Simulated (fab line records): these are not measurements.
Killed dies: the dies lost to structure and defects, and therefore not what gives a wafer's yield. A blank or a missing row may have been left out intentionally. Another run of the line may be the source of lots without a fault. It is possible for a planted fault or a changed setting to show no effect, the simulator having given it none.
Which of the tools did it?	flow sky130	36 wafers from 12 lots sampled at 4 of the route's 708 steps

## WHAT THE GAUGES SHOWED, per wafer
Not one reading of a measure or inspect step in the record can be checked against a usual standard deviation.

## TOOL THAT RAN EACH LOT (tool first, then ch and the chambers of the sampled wafers, then the start)
lot	SKY_SD_P_STRIP_10	SKY_SD_N_DEVELOP_06	SKY_SD_N_RTA_14	SKY_LOCAL_INTERCONNECT_SPUTTER_00
L787	plasma asher-03 ch 0,1, day 26 04:54	litho track-04 ch 0, day 28 13:36	rtp anneal-01 ch 0, day 28 14:25	pvd sputter-04, day 29 20:55
L789	plasma asher-04 ch 0,1, day 27 00:23	litho track-04 ch 0, day 29 09:27	rtp anneal-01 ch 0, day 29 10:14	pvd sputter-02, day 30 16:17
L791	plasma asher-03 ch 0,1, day 28 04:41	litho track-03 ch 0, day 30 13:14	rtp anneal-02 ch 0, day 30 14:02	pvd sputter-01, day 31 19:58
L793	plasma asher-02 ch 0,1, day 28 08:04	litho track-02 ch 0, day 30 16:00	rtp anneal-01 ch 0, day 30 16:49	pvd sputter-04, day 31 23:17
L794	plasma asher-03 ch 0,1, day 28 19:01	litho track-02 ch 0, day 31 02:46	rtp anneal-02 ch 0, day 31 03:34	pvd sputter-04, day 32 09:04
L795	plasma asher-02 ch 0,1, day 30 06:16	litho track-04 ch 0, day 32 13:46	rtp anneal-02 ch 0, day 32 14:34	pvd sputter-04, day 33 20:08
L797	plasma asher-03 ch 1, day 30 07:03	litho track-04 ch 0, day 32 14:36	rtp anneal-01 ch 0, day 32 15:25	pvd sputter-02, day 33 20:44
L798	plasma asher-03 ch 0,1, day 30 10:13	litho track-04 ch 0, day 32 16:54	rtp anneal-02 ch 0, day 32 17:43	pvd sputter-02, day 33 23:06
L804	plasma asher-03 ch 0,1, day 32 11:13	litho track-03 ch 0, day 34 16:55	rtp anneal-02 ch 0, day 34 17:44	pvd sputter-02, day 35 22:38
L806	plasma asher-04 ch 0,1, day 32 19:34	litho track-03 ch 0, day 35 00:40	rtp anneal-02 ch 0, day 35 01:29	pvd sputter-02, day 36 05:56
L807	plasma asher-04 ch 0,1, day 33 03:40	litho track-02 ch 0, day 35 07:52	rtp anneal-01 ch 0, day 35 08:40	pvd sputter-04, day 36 13:40
L808	plasma asher-02 ch 0,1, day 33 06:01	litho track-03 ch 0, day 35 10:44	rtp anneal-02 ch 0, day 35 11:35	pvd sputter-01, day 36 16:32
- SKY_SD_P_STRIP_10: strips in O2/N2.
- SKY_SD_N_DEVELOP_06: develop time 60 s.
- SKY_SD_N_RTA_14: time 2 s.
- SKY_LOCAL_INTERCONNECT_SPUTTER_00: material TiN, target thk 100 nm, time 83.3 s.

## AS READ BY THE TOOLS THEMSELVES (means over the sampled wafers that have a number; for cases with no such wafer, the mark the record gives instead)
SKY_SD_P_STRIP_10. Usual: drypump motor current A 6.2 A, standard deviation 0.33; oes product au 0.618 a.u., standard deviation 0.0043; strip time to endpoint s 17.51 s, standard deviation 0.035.
lot	tool	drypump motor current A (A)	oes product au (a.u.)	strip time to endpoint s (s)	flag
L787	plasma asher-03	6.0	0.618	17.52	
L789	plasma asher-04	6.5	0.624	17.53	
L791	plasma asher-03	6.0	0.617	17.52	
L793	plasma asher-02	6.1	0.618	17.44	
L794	plasma asher-03	6.0	0.620	17.57	
L795	plasma asher-02	6.1	0.613	17.46	
L797	plasma asher-03	6.0	0.620	17.54	
L798	plasma asher-03	6.1	0.617	17.51	
L804	plasma asher-03	6.1	0.620	17.50	
L806	plasma asher-04	6.5	0.619	17.51	
L807	plasma asher-04	6.2	0.617	17.51	
L808	plasma asher-02	6.1	0.617	17.49	

SKY_SD_N_DEVELOP_06. Usual: developer temp C at 23.00 C, with a standard deviation of 0.12.
lot	tool	developer temp C (C)	flag
L787	litho track-04	22.92	
L789	litho track-04	23.02	
L791	litho track-03	22.90	
L793	litho track-02	22.96	
L794	litho track-02	22.96	
L795	litho track-04	23.05	
L797	litho track-04	22.17	OFF
L798	litho track-04	22.12	OFF
L804	litho track-03	23.06	
L806	litho track-03	23.02	
L807	litho track-02	22.94	
L808	litho track-03	23.05	

SKY_SD_N_RTA_14. Usual: lamp power pct 15.74 %, standard deviation 0.053; ramp down c per s 89.997, standard deviation 0.017; wafer_temp_C_max 1078.2, standard deviation 1.5.
lot	tool	lamp power pct (%)	ramp down c per s	wafer_temp_C_max	flag
L787	rtp anneal-01	15.75	90.003	1078.5	
L789	rtp anneal-01	15.78	90.015	1076.5	
L791	rtp anneal-02	15.77	89.992	1078.3	
L793	rtp anneal-01	15.77	89.990	1077.7	
L794	rtp anneal-02	15.78	90.007	1077.5	
L795	rtp anneal-02	15.71	89.980	1078.9	
L797	rtp anneal-01	15.76	90.009	1078.1	
L798	rtp anneal-02	15.75	90.022	1078.3	
L804	rtp anneal-02	15.76	89.995	1078.5	
L806	rtp anneal-02	15.72	90.006	1077.6	
L807	rtp anneal-01	15.78	89.995	1076.8	
L808	rtp anneal-02	15.73	89.994	1077.1	

SKY_LOCAL_INTERCONNECT_SPUTTER_00. Usual: substrate temp c 300.03 C, standard deviation 0.19; throttle valve pct 30.4 %, standard deviation 0.88.
lot	tool	substrate temp c (C)	throttle valve pct (%)	flag
L787	pvd sputter-04	300.12	30.4	
L789	pvd sputter-02	299.96	29.9	
L791	pvd sputter-01	300.05	30.0	
L793	pvd sputter-04	299.90	30.9	
L794	pvd sputter-04	299.88	30.0	
L795	pvd sputter-04	300.04	30.6	
L797	pvd sputter-02	300.00	30.7	
L798	pvd sputter-02	300.08	30.8	
L804	pvd sputter-02	300.08	30.7	
L806	pvd sputter-02	299.88	30.5	
L807	pvd sputter-04	300.14	29.8	
L808	pvd sputter-01	300.09	30.8	

## THE ANSWER, worked out from the rows above alone
Rule: a lot counts as off when the mean over its wafers that have a number is more than 3 standard deviations away from the usual mean. A lot without any number at a reading at which 4 lots or more have one is off too. Any other lot the step has rows for is counted as sound. Order of review: gauges by route order, followed by the tools' own readings, for which a lot's mean as printed above is used. The first step at which some lot is off is used, and at that step the reading that is off furthest; a lot without a number counts as furthest.
Off: L797, L798, at SKY_SD_N_DEVELOP_06 (developer temp C).
If a tool, at that step or one of the process steps before it, ran each lot that is off and ran no sound lot following the first of them, it fits. One fits: SKY_SD_N_DEVELOP_06 on litho track-04. A fault onset in the window from L795 (day 32 13:46, its last sound lot) to L797 (day 32 14:36, its first lot off) fits.
On the lots that are off, the tool's own readings at SKY_SD_N_DEVELOP_06 differ by more than 5 times the standard deviation of the sound lots' means, which bears it out; developer temp C reads 22.15 C there versus 22.99 C on the sound lots.

## WHAT THE SIMULATOR HAD INSERTED
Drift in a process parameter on litho track-04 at SKY_SD_N_DEVELOP_06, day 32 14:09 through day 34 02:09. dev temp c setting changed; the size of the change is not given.
Shown lots that were struck: L797, L798. The rule above found the same.
